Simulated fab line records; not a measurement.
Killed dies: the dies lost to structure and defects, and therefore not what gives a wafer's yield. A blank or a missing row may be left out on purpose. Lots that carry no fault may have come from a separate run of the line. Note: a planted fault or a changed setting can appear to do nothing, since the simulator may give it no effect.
fab line records -- flow sfq-line
record: lots: 13, wafers: 39, last-day: 83
route steps=325 shown L0V@24
lots that met no fault: from a run of the same line without faults
start-h: hours from the record's opening day to when the first of the lot's shown wafers began -- wait-h: hours elapsed since this lot's preceding step -- " the same as in the row above -- L1.1+2: a row that stands for several wafers -- - no value present, or no start provided -- * or withheld: withheld -- < > ~ a bound
route shown NAME@n: names a module that has steps shown in the file, with the first one's number in the route -- usual: mean/standard deviation of fault-free wafers -- same: alike in all rows -- chamber/n: place in a boat -- sites: the reading at each site -- _std_site: the values' standard deviation -- _edge_site: mean of outer sites minus mean of inner sites -- radius-mm: for every site, how far away it sits from the centre of the wafer -- mask NAME#n: copy n -- behind: the last tool/chamber to shape the wafer -- hold: why the lot was held/for how many hours/how that ended -- device: the transistor (n, p or np) that didn't switch -- end of line: the route-end tests of the same wafers -- a step given without rows: its recipe and nothing more -- killed: at the first sort, the dies lost to defects and structure; wafer yield is something else -- map: shows each die of a wafer: x if killed, . if not, _ if none is there
set.NAME: the setting that was run; set.NAME@STEP: the one run at that earlier step -- model.NAME: the simulator's own value behind a step, which no gauge read
route steps across a sampled set of lots; one table per step, one row per wafer
services: a tool's chamber out of use, with start hour (start-h, from the record's first day; less than 0 if before it), hours out, and reason
== steps ==
step: SFQ_TRILAYER_L0_VIA_BARC_OPEN_VIA_ETCH_021
recipe: mask-material: PR, chemistry: O2, target-depth-nm: 125, target: BARC, source-w: 500, bias-w: 80, pressure-mtorr: 30, time-s: 41.7
usual: bias-w: 80.02/0.24, drypump-motor-current-A: 5.6/0.44, oes-product-au: 0.685/0.0046
lot.wafer,tool,chamber,start-h,wait-h,bias-w,drypump-motor-current-A,oes-product-au,rf-hours-counter-h
L935.2,rie-diel-04,3,158.30,0.0,79.98,5.6,0.686,3
L935.5,rie-diel-04,3,158.30,0.0,80.02,5.6,0.696,-
L935.6,rie-diel-04,2,158.30,0.0,80.04,5.5,0.683,-
L936.2,rie-diel-01,2,166.82,0.0,79.89,5.7,0.682,28
L936.5,rie-diel-01,2,166.82,0.0,79.78,5.7,0.683,-
L936.6,rie-diel-01,3,166.82,0.0,80.34,5.1,0.688,-
L937.1,rie-diel-01,2,171.62,0.0,79.85,5.7,0.685,28
L937.4,rie-diel-01,1,171.62,0.0,80.04,5.8,0.687,4
L937.5,rie-diel-01,1,171.62,0.0,79.74,5.8,0.695,-
L939.1,rie-diel-04,2,180.77,0.0,80.29,5.5,0.679,148
L939.4,rie-diel-04,1,180.77,0.0,80.08,4.8,0.682,0
L939.6,rie-diel-04,3,180.77,0.0,79.85,5.5,0.685,-
L940.1,rie-diel-02,1,184.37,0.0,80.39,5.1,0.687,118
L940.3,rie-diel-02,2,184.37,0.0,80.06,5.6,0.688,3
L940.5,rie-diel-02,2,184.37,0.0,79.98,5.6,0.689,-
L941.1,rie-diel-04,1,185.57,0.0,80.03,4.8,0.679,0
L941.3,rie-diel-04,2,185.57,0.0,80.06,5.6,0.680,148
L941.6,rie-diel-04,1,185.57,0.0,79.93,4.8,0.689,-
L949.1,rie-diel-04,0,240.74,0.0,79.91,6.1,0.684,14
L949.2,rie-diel-04,3,240.74,0.0,75.74,5.6,0.689,5
L949.3,rie-diel-04,2,240.74,0.0,79.98,5.5,0.685,0
L950.3,rie-diel-02,3,244.34,0.0,79.74,5.3,0.680,8
L950.4,rie-diel-02,2,244.34,0.0,79.90,5.6,0.675,4
L950.6,rie-diel-02,0,244.34,0.0,79.87,6.3,0.686,-
L953.4,rie-diel-01,1,268.34,0.0,79.76,5.8,0.679,5
L953.5,rie-diel-01,3,268.34,0.0,79.84,5.1,0.684,-
L953.6,rie-diel-01,2,268.34,0.0,79.97,5.7,0.694,-
L954.1,rie-diel-02,2,277.52,0.0,80.22,5.6,0.693,5
L954.3,rie-diel-02,3,277.52,0.0,80.13,5.3,0.686,9
L954.6,rie-diel-02,2,277.52,0.0,80.28,5.6,0.683,-
L955.2,rie-diel-01,3,287.12,0.0,80.38,5.2,0.683,86
L955.3,rie-diel-01,1,287.12,0.0,80.49,5.9,0.678,5
L955.5,rie-diel-01,3,287.12,0.0,80.28,5.1,0.688,-
L957.1,rie-diel-01,0,290.72,0.0,80.02,5.8,0.675,8
L957.2,rie-diel-01,2,290.72,0.0,79.84,5.7,0.681,30
L957.6,rie-diel-01,2,290.72,0.0,79.98,5.6,0.686,-
L958.4,rie-diel-02,3,291.92,0.0,80.39,5.3,0.691,9
L958.5,rie-diel-02,0,291.92,0.0,80.09,6.4,0.684,-
L958.6,rie-diel-02,3,291.92,0.0,80.23,5.3,0.683,-
== services ==
tool,chamber,start-h,hours,kind
rie-diel-02,-,202.08,3.0,repair
rie-diel-02,0,202.66,5.5,repair
rie-diel-04,2,206.22,7.1,repair
rie-diel-04,2,216.95,-,clean
rie-diel-04,2,216.95,14.1,scheduled-down
rie-diel-04,2,216.95,14.1,vent-cycle
== key ==
first-sign: step: SFQ_TRILAYER_L0_VIA_BARC_OPEN_VIA_ETCH_021, reading: bias-w, direction: down, sigmas: 18, usual: 80.02, struck: 75.74
effect none on later readings
met-at SFQ_TRILAYER_L0_VIA_BARC_OPEN_VIA_ETCH_021
struck-lots L949
struck-wafers L949.2
onset-between 180.77 240.74
fault: kind: process-parameter-drift, tool: rie-diel-04, chamber: 3, onset-h: 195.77, steps: SFQ_TRILAYER_L0_VIA_BARC_OPEN_VIA_ETCH_021, channel: bias-w, offset: -4.025, shape: step, end-h: 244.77, acts-in: these-recipes-only, stated: 80
